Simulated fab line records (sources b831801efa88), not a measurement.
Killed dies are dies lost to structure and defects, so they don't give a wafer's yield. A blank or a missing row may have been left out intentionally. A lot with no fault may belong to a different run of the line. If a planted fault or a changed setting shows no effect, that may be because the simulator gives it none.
Chamber matching ; flow sky130 ; SKY_FIELD_ISO_ETCH_15 on rie-diel-03: 4 sister chambers
The step etches the open film in CHF3/O2, stops on Si, target depth 180 nm, time 72 s. 4 wafers are shown with their chamber, then 7 later ones without.

## WAFERS PAIRED WITH THEIR CHAMBERS
wafer;chamber;drypump-motor-current-A (A)
L084.1;2;5.5
L084.6;1;6.0
L088.1;3;5.9
L088.3;0;5.6

## WAFERS MISSING THEIR CHAMBER
wafer;drypump-motor-current-A (A)
L088.4;6.0
L089.2;5.6
L089.3;5.5
L089.4;5.8
L096.3;5.7
L096.4;5.5
L096.5;6.0

## WHICH CHAMBER EACH WENT THROUGH
wafer;from the rows above;in truth
L088.4;can't be placed: 1 or 3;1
L089.2;can't be placed: 0 or 2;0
L089.3;can't be placed: 2 or 0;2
L089.4;can't be placed: 3 or 0 or 1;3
L096.3;can't be placed: 0 or 2 or 3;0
L096.4;can't be placed: 2 or 0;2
L096.5;can't be placed: 1 or 3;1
Correct placement for 0 of the 7. These rows do not allow placing 7 (true chamber among the candidates in 7). 0 placed wrongly.
How it was worked out, from the rows above alone: a wafer's distance from a chamber is the root of the sum, over the readings, of the square of ((its reading less the chamber's mean) divided by the reading's scatter). If the next closest chamber is less than 2 further off than the closest, the wafer can't be placed; otherwise it belongs to the closest. A chamber's mean is the mean of its shown wafers. The scatter (one wafer shown for each chamber): square how far every hidden wafer sits from the nearest shown wafer, average those squares and take the square root.
